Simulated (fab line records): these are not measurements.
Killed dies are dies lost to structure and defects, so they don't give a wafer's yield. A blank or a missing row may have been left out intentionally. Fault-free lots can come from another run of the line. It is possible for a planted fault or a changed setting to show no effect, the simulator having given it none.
A lot that was struck, set against a sound lot || flow sky130 || 14 out of 708 route steps
Sound: wafers L620.1, L620.3, L620.5. Wafers struck: L623.1, L623.4, L623.6. Last of all comes the cause.
Per side, at each step with rows, come the tool, then ch with its chambers, and then its first start. Under that, the readings that differ: sound wafers || struck wafers || difference of the means || sigmas: that difference in standard deviations of wafers without a fault.
alike: readings whose means differ by less than 2 such deviations, and words and numbers that are the same on both sides. not compared: withheld readings, readings that some wafer has no value for, bounds like >300 that may hide the same value, and numbers for which the record gives no deviation and whose values overlap.
A row with sigmas, a row that says differs or no value, or rows on one side alone: a step with any of these is where the two part. When numbers do not overlap yet have no deviation, they are printed without sigmas and do not part them. A reading missing from all wafers of one side parts the sides only when that side holds two or more wafers.

first, 3 steps without rows for these wafers: SKY_METAL2_CLEAN_22 (cleans in IPA, time 180 s); SKY_METAL2_CLEAN_23 (cleans in O3/DIW); SKY_VIA2_HDPCVD_00 (deposits SiO2, target thk 1180 nm, time 196.7 s).
SKY_VIA2_THK_MEAS_01:
  sound on film-metro-01 at day 38 10:23; struck on film-metro-03 at day 39 04:34
  alike: VIA2_HDPCVD_THK
SKY_VIA2_CMP_02: polishes SiO2.
  sound on cmp-01 ch 1,2,3, day 38 10:33; struck on cmp-02 ch 0,2,3, day 39 05:46
  alike: motor-current-A
SKY_VIA2_BOW_MEAS_03:
  sound on film-metro-03 at day 38 10:45; struck on film-metro-03 at day 39 06:04
{"reading": "VIA2_BOW (um)", "sound": "70 78 76", "struck": "97 90 92", "difference": "+18", "sigmas": "+2"}
then, 6 steps without rows for these wafers: SKY_VIA2_DEHYDRATE_04 (time 60 s); SKY_VIA2_HMDS_05 (prime time 60 s); SKY_VIA2_COAT_06 (resist thk 60 nm); SKY_VIA2_COAT_07 (resist thk 450 nm); SKY_VIA2_SOFTBAKE_08 (time 90 s); SKY_VIA2_EXPOSE_09 (exposes mask VIM2, target cd 200 nm).
SKY_VIA2_PEB_10:
  sound on litho-track-02 ch 0, day 39 11:00; struck on litho-track-02, day 40 05:00
{"reading": "exhaust-pa (Pa)", "sound": "45.6 45.0 45.5", "struck": "- - -", "difference": "no value on the struck wafers", "sigmas": ""}
  not compared: chill-plate-temp-C
then, 1 step without rows for these wafers: SKY_VIA2_DEVELOP_11 (develop time 60 s).

== WHERE THEY PART ==
Last at SKY_VIA2_PEB_10 as far as this record goes, first at SKY_VIA2_BOW_MEAS_03.

WHY: the cause the simulator had injected
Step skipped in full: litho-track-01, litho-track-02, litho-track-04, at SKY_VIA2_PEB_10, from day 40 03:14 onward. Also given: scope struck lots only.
